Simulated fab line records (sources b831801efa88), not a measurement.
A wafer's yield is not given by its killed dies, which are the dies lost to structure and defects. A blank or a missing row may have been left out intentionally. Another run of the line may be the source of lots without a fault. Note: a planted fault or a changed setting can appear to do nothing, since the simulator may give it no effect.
fab line records	flow sfqLine
[record] lots = 5	wafers = 27
route steps=325 shown M3@119 I3@144 I4@163 M5@205 R5@224 C5@247 I6@266 M8@325
startH: hours from the record's opening day to when the first of the lot's shown wafers began	waitH: hours from the lot's prior step to this one	" as in the row above	L1.1+2: a row that stands for several wafers	- either no value or no given start	* or withheld: withheld	< > ~ a bound
route shown NAME@n: names a module that has steps shown in the file, with the first one's number in the route	usual: average and standard deviation across the fault-free wafers	same: alike in all rows	chamber/n: place in a boat	sites: per-site readings	_std_site: the values' standard deviation	_edge_site: the outer-site mean with the inner-site mean subtracted	radiusMm: for every site, how far away it sits from the centre of the wafer	mask NAME#n: copy n	behind: the tool/chamber that last shaped the wafer	hold: the reason the lot was held/the length of the hold in hours/how it ended	device: the n, p or np transistor that did not switch	end of line: the route-end tests of the same wafers	step lacking rows: just its recipe	killed: dies that structure and defects cost at the first sort, which is not the same as the wafer's yield	map: dies across one wafer; x = killed, . = not, _ = none there
set.NAME: the setting that was run; set.NAME@STEP: the one run at that earlier step	model.NAME: the simulator's own value behind a step, which no gauge read
one table per step and one row per wafer, for lots whose settings were changed on purpose
[[steps]]
[step SFQ_TRILAYER_M3_DEP_SPUTTER_073]
[recipe] material = Nb	basePressurePa = 1.33e-06	chamberPressurePa = 0.1333	substrateTempC = 20	resputterCathodeVoltageV = 400	targetThkNm = 200	powerW = 2000	timeS = 133.3
lot.wafer	tool	chamber	startH	waitH	set.timeS	model.Nb_of_TRILAYER_M3_DEP_SPUTTER_073.thkNm
L074.1	pvdSputter-05	-	559.36	0.0	70.1	100.9
L074.2	"	-	"	"	70.1	104.5
L074.3	"	-	"	"	133.3	197.1
L074.4	"	-	"	"	70.1	106.8
L074.5	"	-	"	"	133.3	198.4
L074.6	"	-	"	"	133.3	199.7
L078.1	pvdSputter-06	-	601.36	0.0	133.3	199.2
L078.2	"	-	"	"	133.3	200.7
L078.3	"	-	"	"	133.3	199.3
L078.4	"	-	"	"	133.3	198.2
L078.5	"	-	"	"	133.3	199.5
L078.6	"	-	"	"	133.3	198.6
L079.1	pvdSputter-06	-	613.36	0.0	154	234.2
L079.2	"	-	"	"	133.3	202.3
L079.3	"	-	"	"	154	235.5
L079.4	"	-	"	"	154	234.6
L079.5	"	-	"	"	133.3	202
L079.6	"	-	"	"	133.3	203.3
L082.2	pvdSputter-05	-	637.63	0.0	133.3	202.4
L082.3	"	-	"	"	133.3	201.6
L082.5	"	-	"	"	133.3	202.1
L085.1	pvdSputter-03	-	660.16	0.0	190.4	286.9
L085.2	"	-	"	"	133.3	202
L085.3	"	-	"	"	190.4	288.1
L085.4	"	-	"	"	133.3	200.7
L085.5	"	-	"	"	133.3	202.1
L085.6	"	-	"	"	190.4	286.3
[step SFQ_M3_RS_MEAS_919]
[recipe] thkMeasGauge = four-point-probe	reads = Nb_of_TRILAYER_M3_DEP_SPUTTER_073
[usual] M3_NB_RS = 0.890/0.0097
lot.wafer	tool	chamber	startH	waitH	set.timeS@TRILAYER_M3_DEP_SPUTTER_073	M3_NB_RS[ohm/sq]
L074.1	filmMetro-03	-	559.45	0.0	70.1	1.780
L074.2	"	-	"	"	70.1	1.722
L074.3	"	-	"	"	133.3	0.902
L074.4	"	-	"	"	70.1	1.681
L074.5	"	-	"	"	133.3	0.896
L074.6	"	-	"	"	133.3	0.891
L078.1	filmMetro-01	-	601.45	0.0	133.3	0.893
L078.2	"	-	"	"	133.3	0.887
L078.3	"	-	"	"	133.3	0.893
L078.4	"	-	"	"	133.3	0.898
L078.5	"	-	"	"	133.3	0.892
L078.6	"	-	"	"	133.3	0.898
L079.1	filmMetro-04	-	613.45	0.0	154	0.761
L079.2	"	-	"	"	133.3	0.879
L079.3	"	-	"	"	154	0.757
L079.4	"	-	"	"	154	0.759
L079.5	"	-	"	"	133.3	0.883
L079.6	"	-	"	"	133.3	0.877
L082.2	filmMetro-01	-	637.74	0.1	133.3	0.879
L082.3	"	-	"	"	133.3	0.883
L082.5	"	-	"	"	133.3	0.880
L085.1	filmMetro-04	-	660.25	0.0	190.4	0.619
L085.2	"	-	"	"	133.3	0.881
L085.3	"	-	"	"	190.4	0.617
L085.4	"	-	"	"	133.3	0.889
L085.5	"	-	"	"	133.3	0.884
L085.6	"	-	"	"	190.4	0.620
[step SFQ_TRILAYER_M3_LITHO_COAT_080]
[recipe] resist = BARC	spinRpm = 3000	resistThkNm = 62
[step SFQ_TRILAYER_M3_BARC_OPEN_METAL_ETCH_100]
[recipe] maskMaterial = PR	chemistry = O2	targetDepthNm = 125	target = BARC	icpW = 600	biasW = 80	pressureMtorr = 10	timeS = 41.7
[step SFQ_TRILAYER_M3_ETCH_METAL_ETCH_078]
[recipe] target = Nb	stopOn = SiO2	maskMaterial = PR	chemistry = Cl2/Ar	targetDepthNm = 240	icpW = 600	biasW = 80	pressureMtorr = 10	timeS = 120
[usual] oesProductAu = 0.894/0.0076
lot.wafer	tool	chamber	startH	waitH	set.timeS@TRILAYER_M3_DEP_SPUTTER_073	oesProductAu
L074.1	rieMetal-02	0	624.56	0.0	70.1	0.639
L074.2	"	1	"	"	70.1	0.654
L074.3	"	1	"	"	133.3	0.887
L074.4	"	0	"	"	70.1	0.648
L074.5	"	1	"	"	133.3	0.883
L074.6	"	0	"	"	133.3	0.890
L078.1	rieMetal-01	0	661.67	0.0	133.3	0.885
L078.2	"	1	"	"	133.3	0.897
L078.3	"	0	"	"	133.3	0.890
L078.4	"	1	"	"	133.3	0.897
L078.5	"	0	"	"	133.3	0.884
L078.6	"	1	"	"	133.3	0.893
L079.1	rieMetal-04	0	673.47	0.0	154	0.984
L079.2	"	1	"	"	133.3	0.899
L079.3	"	1	"	"	154	0.984
L079.4	"	0	"	"	154	0.986
L079.5	"	0	"	"	133.3	0.893
L079.6	"	1	"	"	133.3	0.901
L082.2	rieMetal-04	1	699.46	0.1	133.3	0.908
L082.3	"	1	"	"	133.3	0.887
L082.5	"	0	"	"	133.3	0.903
L085.1	rieMetal-01	1	711.44	0.0	190.4	1.000
L085.2	"	0	"	"	133.3	0.894
L085.3	"	1	"	"	190.4	1.003
L085.4	"	0	"	"	133.3	0.897
L085.5	"	0	"	"	133.3	0.900
L085.6	"	1	"	"	190.4	1.009
[step SFQ_TRILAYER_I3_VIA_BARC_OPEN_VIA_ETCH_121]
[recipe] maskMaterial = PR	chemistry = O2	targetDepthNm = 125	target = BARC	sourceW = 500	biasW = 80	pressureMtorr = 30	timeS = 41.7
[usual] oesProductAu = 0.685/0.0047
lot.wafer	tool	chamber	startH	waitH	set.timeS	oesProductAu	model.KrF_of_TRILAYER_I3_VIA_LITHO_COAT_085.thkNm
L074.1	rieDiel-03	0	757.62	0.0	25.3	0.886	600.4
L074.2	"	1	"	"	41.7	0.685	580.9
L074.3	"	2	"	"	25.3	0.888	600.8
L074.4	"	1	"	"	41.7	0.687	578.1
L074.5	"	2	"	"	25.3	0.900	600.7
L074.6	"	0	"	"	41.7	0.682	579.4
L078.1	rieDiel-02	3	798.52	0.0	41.7	0.675	578.6
L078.2	"	1	"	"	41.7	0.681	579.5
L078.3	"	0	"	"	41.7	0.687	578.5
L078.4	"	2	"	"	41.7	0.689	575.8
L078.5	"	0	"	"	41.7	0.684	580.5
L078.6	"	1	"	"	41.7	0.688	580.5
L079.1	rieDiel-04	2	814.37	0.0	41.7	0.681	581.1
L079.2	"	1	"	"	41.7	0.679	577.1
L079.3	"	3	"	"	33.74	0.760	586.6
L079.4	"	0	"	"	41.7	0.686	577.4
L079.5	"	2	"	"	33.74	0.759	586.9
L079.6	"	3	"	"	33.74	0.763	588.5
L082.2	rieDiel-02	0	846.35	0.0	41.7	0.687	579.4
L082.3	"	1	"	"	41.7	0.692	577.6
L082.5	"	0	"	"	41.7	0.690	580.4
L085.1	rieDiel-04	2	858.35	0.0	41.7	0.684	580
L085.2	"	0	"	"	21.18	0.983	603.2
L085.3	"	3	"	"	21.18	0.984	604.4
L085.4	"	1	"	"	21.18	0.974	604.5
L085.5	"	2	"	"	41.7	0.676	579.6
L085.6	"	3	"	"	41.7	0.692	576.8
[step SFQ_TRILAYER_I4_DEP_PECVD_099]
[recipe] material = SiO2	tempC = 150	timeS = 111.11	pressureTorr = 2.4	rfW = 183.3	precursor = SiH4/N2O	targetThkNm = 500
lot.wafer	tool	chamber	startH	waitH	set.timeS	model.SiO2_of_TRILAYER_I4_DEP_PECVD_099.thkNm
L074.1	pecvd-03	2	878.51	0.0	44.82	208.5
L074.2	"	1	"	"	111.11	494.9
L074.3	"	0	"	"	111.11	504
L074.4	"	0	"	"	44.82	210.9
L074.5	"	1	"	"	44.82	203
L074.6	"	2	"	"	111.11	511.6
L078.1	pecvd-01	1	925.11	0.0	111.11	486.2
L078.2	"	0	"	"	111.11	488.3
L078.3	"	2	"	"	111.11	493.7
L078.4	"	1	"	"	143.6	638.6
L078.5	"	0	"	"	143.6	646.5
L078.6	"	2	"	"	143.6	647.7
L079.1	pecvd-04	1	939.51	0.0	148.9	671.4
L079.2	"	0	"	"	111.11	494.6
L079.3	"	2	"	"	111.11	494.7
L079.4	"	2	"	"	148.9	672.3
L079.5	"	0	"	"	111.11	499.8
L079.6	"	1	"	"	148.9	677.8
L082.2	pecvd-03	2	965.63	0.0	111.11	505.7
L082.3	"	0	"	"	111.11	501.6
L082.5	"	0	"	"	111.11	510.1
L085.1	pecvd-03	1	984.64	0.0	111.11	499.9
L085.2	"	2	"	"	111.11	501.2
L085.3	"	0	"	"	111.11	497.8
L085.4	"	0	"	"	111.11	509.9
L085.5	"	2	"	"	111.11	508
L085.6	"	1	"	"	111.11	503
[step SFQ_TRILAYER_I4_CMP_CMP_100]
[recipe] material = SiO2	downForcePsi = 3	platenRpm = 60	padVelocityMS = 0.94248
[usual] timeToEndpointS = 217/9.2
lot.wafer	tool	chamber	startH	waitH	set.timeS@TRILAYER_I4_DEP_PECVD_099	timeToEndpointS
L074.4	cmp-01	1	919.87	41.3	44.82	7
L074.2	"	2	"	"	111.11	220
L074.3	"	3	"	"	111.11	222
L074.1	"	0	"	"	44.82	10
L074.5	"	1	"	"	44.82	1
L074.6	"	2	"	"	111.11	228
L078.2	cmp-01	0	964.87	39.7	111.11	222
L078.4	"	1	"	"	143.6	321
L078.1	"	2	"	"	111.11	211
L078.3	"	3	"	"	111.11	228
L078.6	"	0	"	"	143.6	329
L078.5	"	1	"	"	143.6	315
L079.3	cmp-02	1	983.63	44.1	111.11	205
L079.4	"	2	"	"	148.9	351
L079.1	"	3	"	"	148.9	332
L079.2	"	0	"	"	111.11	208
L079.6	"	1	"	"	148.9	340
L079.5	"	2	"	"	111.11	225
L082.2	cmp-02	1	1009.86	44.2	111.11	211
L082.3	"	2	"	"	111.11	216
L082.5	"	3	"	"	111.11	215
L085.3	cmp-02	2	1022.15	37.5	111.11	227
L085.4	"	3	"	"	111.11	218
L085.1	"	0	"	"	111.11	210
L085.2	"	1	"	"	111.11	212
L085.6	"	2	"	"	111.11	228
L085.5	"	3	"	"	111.11	216
[step SFQ_TRILAYER_M5_BARC_OPEN_METAL_ETCH_161]
[recipe] maskMaterial = PR	chemistry = O2	targetDepthNm = 125	target = BARC	icpW = 600	biasW = 80	pressureMtorr = 10	timeS = 41.7
[usual] oesProductAu = 0.685/0.0046
lot.wafer	tool	chamber	startH	waitH	set.timeS	oesProductAu	model.KrF_of_TRILAYER_M5_LITHO_COAT_123.thkNm
L074.1	rieMetal-03	0	1094.48	0.0	41.7	0.690	524.9
L074.2	"	1	"	"	41.7	0.689	521
L074.3	"	1	"	"	41.7	0.685	522.3
L074.4	"	0	"	"	41.7	0.686	523
L074.5	"	1	"	"	41.7	0.689	522.8
L074.6	"	0	"	"	41.7	0.684	524.1
L078.1	rieMetal-03	0	1120.88	0.0	56.43	0.655	506.8
L078.2	"	1	"	"	41.7	0.684	522
L078.3	"	0	"	"	41.7	0.687	524.5
L078.4	"	1	"	"	56.43	0.656	506.5
L078.5	"	0	"	"	41.7	0.686	522.7
L078.6	"	1	"	"	56.43	0.660	503.3
L079.1	rieMetal-01	0	1136.48	0.0	41.7	0.677	521.8
L079.2	"	1	"	"	31.07	0.786	536
L079.3	"	0	"	"	41.7	0.684	522
L079.4	"	1	"	"	31.07	0.796	536.5
L079.5	"	0	"	"	41.7	0.683	523.3
L079.6	"	1	"	"	31.07	0.793	537.3
L082.2	rieMetal-01	1	1164.03	0.0	41.7	0.694	525.4
L082.3	"	1	"	"	41.7	0.677	524.7
L082.5	"	1	"	"	41.7	0.682	523.5
L085.1	rieMetal-03	1	1199.79	0.0	41.7	0.682	521.8
L085.2	"	0	"	"	41.7	0.689	523.8
L085.3	"	0	"	"	41.7	0.691	523.7
L085.4	"	1	"	"	41.7	0.675	521.7
L085.5	"	0	"	"	41.7	0.694	523.7
L085.6	"	1	"	"	41.7	0.679	523.3
[step SFQ_TRILAYER_M5_ETCH_METAL_ETCH_126]
[recipe] target = Nb	stopOn = SiO2	maskMaterial = PR	overEtchFrac = 0.15	timeS = 203.2	chemistry = Cl2/BCl3	targetDepthNm = 265	icpW = 600	biasW = 80	pressureMtorr = 10
lot.wafer	tool	chamber	startH	waitH	set.timeS@TRILAYER_M5_BARC_OPEN_METAL_ETCH_161	model.KrF_of_TRILAYER_M5_LITHO_COAT_123.thkNm
L074.1	rieMetal-03	0	1094.53	0.0	41.7	374.7
L074.2	"	1	"	"	41.7	368.1
L074.3+5	"	1	"	"	41.7	369.3
L074.4	"	0	"	"	41.7	374.8
L074.6	"	0	"	"	41.7	374.9
L078.1	rieMetal-03	0	1120.93	0.0	56.43	359.4
L078.2	"	1	"	"	41.7	370.6
L078.3	"	0	"	"	41.7	375.7
L078.4	"	1	"	"	56.43	355.3
L078.5	"	0	"	"	41.7	374
L078.6	"	1	"	"	56.43	351.6
L079.1	rieMetal-01	0	1136.53	0.0	41.7	367
L079.2	"	1	"	"	31.07	384.4
L079.3	"	0	"	"	41.7	367.6
L079.4	"	1	"	"	31.07	386
L079.5	"	0	"	"	41.7	369
L079.6	"	1	"	"	31.07	387
L082.2	rieMetal-01	1	1164.09	0.0	41.7	372.1
L082.3	"	1	"	"	41.7	370.4
L082.5	"	1	"	"	41.7	370.9
L085.1	rieMetal-03	1	1199.85	0.0	41.7	369.6
L085.2	"	0	"	"	41.7	373.7
L085.3+5	"	0	"	"	41.7	374.2
L085.4	"	1	"	"	41.7	368.9
L085.6	"	1	"	"	41.7	371
[step SFQ_TRILAYER_R5_BARC_OPEN_METAL_ETCH_177]
[recipe] maskMaterial = PR	chemistry = O2	targetDepthNm = 125	target = BARC	icpW = 600	biasW = 80	pressureMtorr = 10	timeS = 41.7
[usual] oesProductAu = 0.685/0.0052
lot.wafer	tool	chamber	startH	waitH	set.timeS	oesProductAu	model.KrF_of_TRILAYER_R5_LITHO_COAT_136.thkNm
L074.1	rieMetal-01	1	1208.63	0.0	60.86	0.654	503.1
L074.2	"	0	"	"	60.86	0.647	500
L074.3	"	1	"	"	60.86	0.648	499.9
L074.4	"	0	"	"	41.7	0.693	523.9
L074.5	"	1	"	"	41.7	0.680	525.1
L074.6	"	0	"	"	41.7	0.680	525.3
L078.1	rieMetal-02	0	1235.03	0.0	41.7	0.689	519.5
L078.2	"	1	"	"	41.7	0.674	519.9
L078.3	"	0	"	"	41.7	0.692	521
L078.4	"	1	"	"	41.7	0.681	520.6
L078.5	"	1	"	"	41.7	0.690	520
L078.6	"	0	"	"	41.7	0.683	519.7
L079.1	rieMetal-01	0	1249.83	0.0	41.7	0.691	528
L079.2	"	0	"	"	41.7	0.684	525.8
L079.3	"	0	"	"	60.3	0.592	502.2
L079.4	"	0	"	"	60.3	0.595	502.1
L079.5	"	0	"	"	41.7	0.693	526
L079.6	"	0	"	"	60.3	0.596	502.8
L082.2	rieMetal-03	1	1276.23	0.0	41.7	0.683	519.5
L082.3	"	0	"	"	41.7	0.675	521.4
L082.5	"	1	"	"	41.7	0.691	518.1
L085.1	rieMetal-03	1	1299.03	0.0	41.7	0.684	521.3
L085.2	"	0	"	"	25.39	0.880	542.3
L085.3	"	0	"	"	41.7	0.684	520.6
L085.4	"	1	"	"	41.7	0.683	519.7
L085.5	"	0	"	"	25.39	0.883	541.3
L085.6	"	1	"	"	25.39	0.886	541.9
[step SFQ_TRILAYER_R5_ETCH_METAL_ETCH_139]
[recipe] stopOn = SiO2	maskMaterial = PR	chemistry = Cl2	targetDepthNm = 60	icpW = 600	biasW = 80	pressureMtorr = 10	timeS = 40
lot.wafer	tool	chamber	startH	waitH	set.timeS@TRILAYER_R5_BARC_OPEN_METAL_ETCH_177	model.KrF_of_TRILAYER_R5_LITHO_COAT_136.thkNm
L074.1	rieMetal-01	1	1208.69	0.0	60.86	478.8
L074.2+3	"	0,1	"	"	60.86	475.7
L074.4	"	0	"	"	41.7	499.7
L074.5	"	1	"	"	41.7	500.8
L074.6	"	0	"	"	41.7	501.1
L078.1	rieMetal-02	0	1235.09	0.0	41.7	495
L078.2	"	1	"	"	41.7	495.9
L078.3	"	0	"	"	41.7	496.4
L078.4	"	1	"	"	41.7	496.6
L078.5	"	1	"	"	41.7	496
L078.6	"	0	"	"	41.7	495.3
L079.1	rieMetal-01	0	1249.99	0.1	41.7	503.9
L079.2+5	"	0	"	"	41.7	501.9
L079.3	"	0	"	"	60.3	478.2
L079.4	"	0	"	"	60.3	478
L079.6	"	0	"	"	60.3	478.7
L082.2	rieMetal-03	1	1276.29	0.0	41.7	495.6
L082.3	"	0	"	"	41.7	498.2
L082.5	"	1	"	"	41.7	494
L085.1	rieMetal-03	1	1299.09	0.0	41.7	497.1
L085.2	"	0	"	"	25.39	518.8
L085.3	"	0	"	"	41.7	497
L085.4	"	1	"	"	41.7	495.7
L085.5	"	0	"	"	25.39	517.7
L085.6	"	1	"	"	25.39	518
[step SFQ_TRILAYER_C5_BARC_OPEN_VIA_ETCH_210]
[recipe] maskMaterial = PR	chemistry = O2	targetDepthNm = 125	target = BARC	sourceW = 500	biasW = 80	pressureMtorr = 30	timeS = 41.7
[usual] oesProductAu = 0.685/0.0042
lot.wafer	tool	chamber	startH	waitH	set.timeS	oesProductAu	model.KrF_of_TRILAYER_C5_LITHO_COAT_151.thkNm
L074.1	rieDiel-03	1	1342.75	0.0	41.7	0.692	587.5
L074.2	"	3	"	"	41.7	0.679	586.4
L074.3	"	0	"	"	54	0.656	573.5
L074.4	"	2	"	"	54	0.654	572.7
L074.5	"	0	"	"	54	0.658	574.5
L074.6	"	3	"	"	41.7	0.682	586.7
L078.1	rieDiel-03	2	1369.15	0.0	21.91	0.964	610.3
L078.2	"	3	"	"	41.7	0.690	583.2
L078.3	"	1	"	"	21.91	0.965	607.9
L078.4	"	0	"	"	41.7	0.688	586.6
L078.5	"	2	"	"	41.7	0.692	586.3
L078.6	"	3	"	"	21.91	0.962	608.9
L079.1	rieDiel-03	2	1379.95	0.0	41.7	0.693	582.4
L079.2	"	3	"	"	41.7	0.688	581.3
L079.3	"	1	"	"	41.7	0.689	581.5
L079.4	"	0	"	"	41.7	0.689	582.3
L079.5	"	1	"	"	41.7	0.685	581.3
L079.6	"	2	"	"	41.7	0.684	584.3
L082.2	rieDiel-03	1	1423.15	0.0	41.7	0.684	581.1
L082.3	"	2	"	"	41.7	0.681	582.7
L082.5	"	0	"	"	41.7	0.677	581.8
L085.1	rieDiel-02	1	1443.55	0.0	30.53	0.797	599.1
L085.2	"	2	"	"	30.53	0.795	599
L085.3	"	3	"	"	41.7	0.691	585
L085.4	"	0	"	"	41.7	0.678	585.7
L085.5	"	2	"	"	41.7	0.683	583.1
L085.6	"	3	"	"	30.53	0.804	597.8
[step SFQ_TRILAYER_I6_DEP_PECVD_165]
[recipe] material = SiO2	tempC = 150	timeS = 111.11	pressureTorr = 2.4	rfW = 183.3	precursor = SiH4/N2O	targetThkNm = 500
lot.wafer	tool	chamber	startH	waitH	set.timeS	model.SiO2_of_TRILAYER_I6_DEP_PECVD_165.thkNm
L074.1	pecvd-03	2	1414.80	0.0	111.11	497.1
L074.2	"	0	"	"	111.11	485.5
L074.3	"	1	"	"	111.11	499.6
L074.4	"	0	"	"	111.11	501.9
L074.5	"	1	"	"	111.11	508.3
L074.6	"	2	"	"	111.11	500.5
L078.1	pecvd-03	0	1446.63	0.0	158.6	701.1
L078.2	"	2	"	"	158.6	707.9
L078.3	"	1	"	"	111.11	501.7
L078.4	"	0	"	"	158.6	716.8
L078.5	"	1	"	"	111.11	503.9
L078.6	"	2	"	"	111.11	507.6
L079.1	pecvd-03	1	1457.22	0.0	53.14	237.9
L079.2	"	0	"	"	111.11	497.7
L079.3	"	2	"	"	111.11	495.5
L079.4	"	2	"	"	53.14	244.9
L079.5	"	0	"	"	53.14	233.5
L079.6	"	1	"	"	111.11	507.2
L082.2	pecvd-01	0	1503.67	0.0	111.11	486.4
L082.3	"	1	"	"	111.11	494
L082.5	"	2	"	"	111.11	502
L085.1	pecvd-02	2	1520.47	0.0	111.11	492.2
L085.2	"	1	"	"	111.11	491.7
L085.3	"	0	"	"	111.11	500.6
L085.4	"	1	"	"	111.11	508.5
L085.5	"	2	"	"	111.11	503.7
L085.6	"	0	"	"	111.11	511.4
[step SFQ_TRILAYER_I6_CMP_CMP_166]
[recipe] material = SiO2	downForcePsi = 3	platenRpm = 60	padVelocityMS = 0.94248
[usual] timeToEndpointS = 221/8.4
lot.wafer	tool	chamber	startH	waitH	set.timeS@TRILAYER_I6_DEP_PECVD_165	timeToEndpointS
L074.3	cmp-01	1	1415.75	0.9	111.11	209
L074.4	"	2	"	"	111.11	209
L074.1	"	3	"	"	111.11	212
L074.2	"	0	"	"	111.11	210
L074.5	"	1	"	"	111.11	217
L074.6	"	2	"	"	111.11	216
L078.3	cmp-01	1	1460.90	14.2	111.11	211
L078.1	"	2	"	"	158.6	374
L078.2	"	3	"	"	158.6	376
L078.4	"	0	"	"	158.6	382
L078.5	"	1	"	"	111.11	216
L078.6	"	2	"	"	111.11	227
L079.2	cmp-01	3	1472.21	15.0	111.11	221
L079.3	"	0	"	"	111.11	223
L079.4	"	1	"	"	53.14	30
L079.1	"	2	"	"	53.14	25
L079.6	"	3	"	"	111.11	230
L079.5	"	0	"	"	53.14	26
L082.3	cmp-01	1	1510.83	7.1	111.11	207
L082.2	"	3	1511.91	8.2	111.11	214
L082.5	"	0	"	"	111.11	229
L085.1	cmp-01	0	1522.52	2.0	111.11	225
L085.3	"	1	"	"	111.11	219
L085.2	"	2	"	"	111.11	220
L085.4	"	3	"	"	111.11	237
L085.6	"	0	"	"	111.11	233
L085.5	"	1	"	"	111.11	220
[step SFQ_M8_BOW_MEAS_951]
[recipe] mode = bow
[usual] M8_BOW = 5/11
lot.wafer	tool	chamber	startH	waitH	set.timeS@TRILAYER_M3_DEP_SPUTTER_073	M8_BOW[um]	model.etest.i2.linkOhm	model.etest.m3.ohmUm
L074.1	filmMetro-03	-	1679.13	0.0	70.1	-7	2.995	3.547
L074.2	"	-	"	"	70.1	3	2.928	3.416
L074.3	"	-	"	"	133.3	8	1.949	1.81
L074.4	"	-	"	"	70.1	8	2.88	3.341
L074.5	"	-	"	"	133.3	3	1.939	1.795
L074.6	"	-	"	"	133.3	14	1.935	1.791
L078.1	filmMetro-01	-	1711.11	0.0	133.3	3	1.944	1.794
L078.2	"	-	"	"	133.3	-8	1.942	1.776
L078.3	"	-	"	"	133.3	-8	1.945	1.781
L078.4	"	-	"	"	133.3	-12	1.959	1.793
L078.5	"	-	"	"	133.3	-6	1.945	1.788
L078.6	"	-	"	"	133.3	-10	1.952	1.791
L079.1	filmMetro-03	-	1718.31	0.0	154	-4	1.788	1.524
L079.2	"	-	"	"	133.3	-10	1.918	1.774
L079.3	"	-	"	"	154	-7	1.79	1.522
L079.4	"	-	"	"	154	14	1.781	1.522
L079.5	"	-	"	"	133.3	-5	1.942	1.766
L079.6	"	-	"	"	133.3	0	1.93	1.758
L082.2	filmMetro-01	-	1747.36	0.0	133.3	5	1.942	1.77
L082.3	"	-	"	"	133.3	9	1.944	1.777
L082.5	"	-	"	"	133.3	7	1.96	1.766
L085.1	filmMetro-01	-	1756.94	0.0	190.4	10	-	-
L085.2	"	-	"	"	133.3	12	1.94	1.782
L085.3	"	-	"	"	190.4	6	-	-
L085.4	"	-	"	"	133.3	2	1.942	1.789
L085.5	"	-	"	"	133.3	14	1.939	1.774
L085.6	"	-	"	"	190.4	8	-	-
[[key]]
[split] step = SFQ_TRILAYER_M3_DEP_SPUTTER_073	setting = timeS	stated = 133.3	by = wafer
[response] step = SFQ_TRILAYER_M3_DEP_SPUTTER_073	reading = model.Nb_of_TRILAYER_M3_DEP_SPUTTER_073.thkNm	change = +2	per = 1%	r = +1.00
[response] step = SFQ_M3_RS_MEAS_919	reading = M3_NB_RS	change = -0.0122	per = 1%	r = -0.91
[response] step = SFQ_TRILAYER_M3_ETCH_METAL_ETCH_078	reading = oesProductAu	change = +0.004	per = 1%	r = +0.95
[response] step = SFQ_M8_BOW_MEAS_951	reading = model.etest.m3.ohmUm	change = -0.0327	per = 1%	r = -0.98
[response] step = SFQ_M8_BOW_MEAS_951	reading = model.etest.i2.linkOhm	change = -0.0198	per = 1%	r = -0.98
[split] step = SFQ_TRILAYER_I3_VIA_BARC_OPEN_VIA_ETCH_121	setting = timeS	stated = 41.7	by = wafer
[response] step = SFQ_TRILAYER_I3_VIA_BARC_OPEN_VIA_ETCH_121	reading = oesProductAu	change = -0.00558	per = 1%	r = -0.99
[response] step = SFQ_TRILAYER_I3_VIA_BARC_OPEN_VIA_ETCH_121	reading = model.KrF_of_TRILAYER_I3_VIA_LITHO_COAT_085.thkNm	change = -0.517	per = 1%	r = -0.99
[split] step = SFQ_TRILAYER_I4_DEP_PECVD_099	setting = timeS	stated = 111.11	by = wafer
[response] step = SFQ_TRILAYER_I4_DEP_PECVD_099	reading = model.SiO2_of_TRILAYER_I4_DEP_PECVD_099.thkNm	change = +5.07	per = 1%	r = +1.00
[response] step = SFQ_TRILAYER_I4_CMP_CMP_100	reading = timeToEndpointS	shape = bent	atLowest = *	atStated = *	atHighest = *
[split] step = SFQ_TRILAYER_M5_BARC_OPEN_METAL_ETCH_161	setting = timeS	stated = 41.7	by = wafer
[response] step = SFQ_TRILAYER_M5_BARC_OPEN_METAL_ETCH_161	reading = oesProductAu	shape = bent	atLowest = 0.792	atStated = 0.685	atHighest = 0.657
[response] step = SFQ_TRILAYER_M5_BARC_OPEN_METAL_ETCH_161	reading = model.KrF_of_TRILAYER_M5_LITHO_COAT_123.thkNm	change = -0.518	per = 1%	r = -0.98
[response] step = SFQ_TRILAYER_M5_ETCH_METAL_ETCH_126	reading = model.KrF_of_TRILAYER_M5_LITHO_COAT_123.thkNm	change = -0.576	per = 1%	r = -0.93
[split] step = SFQ_TRILAYER_R5_BARC_OPEN_METAL_ETCH_177	setting = timeS	stated = 41.7	by = wafer
[response] step = SFQ_TRILAYER_R5_BARC_OPEN_METAL_ETCH_177	reading = oesProductAu	shape = bent	atLowest = 0.883	atStated = 0.685	atHighest = 0.650
[response] step = SFQ_TRILAYER_R5_BARC_OPEN_METAL_ETCH_177	reading = model.KrF_of_TRILAYER_R5_LITHO_COAT_136.thkNm	change = -0.534	per = 1%	r = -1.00
[response] step = SFQ_TRILAYER_R5_ETCH_METAL_ETCH_139	reading = model.KrF_of_TRILAYER_R5_LITHO_COAT_136.thkNm	change = -0.537	per = 1%	r = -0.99
[split] step = SFQ_TRILAYER_C5_BARC_OPEN_VIA_ETCH_210	setting = timeS	stated = 41.7	by = wafer
[response] step = SFQ_TRILAYER_C5_BARC_OPEN_VIA_ETCH_210	reading = oesProductAu	change = -0.0044	per = 1%	r = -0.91
[response] step = SFQ_TRILAYER_C5_BARC_OPEN_VIA_ETCH_210	reading = model.KrF_of_TRILAYER_C5_LITHO_COAT_151.thkNm	change = -0.493	per = 1%	r = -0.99
[split] step = SFQ_TRILAYER_I6_DEP_PECVD_165	setting = timeS	stated = 111.11	by = wafer
[response] step = SFQ_TRILAYER_I6_DEP_PECVD_165	reading = model.SiO2_of_TRILAYER_I6_DEP_PECVD_165.thkNm	change = +4.92	per = 1%	r = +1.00
[response] step = SFQ_TRILAYER_I6_CMP_CMP_166	reading = timeToEndpointS	change = *	per = 1%	r = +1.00
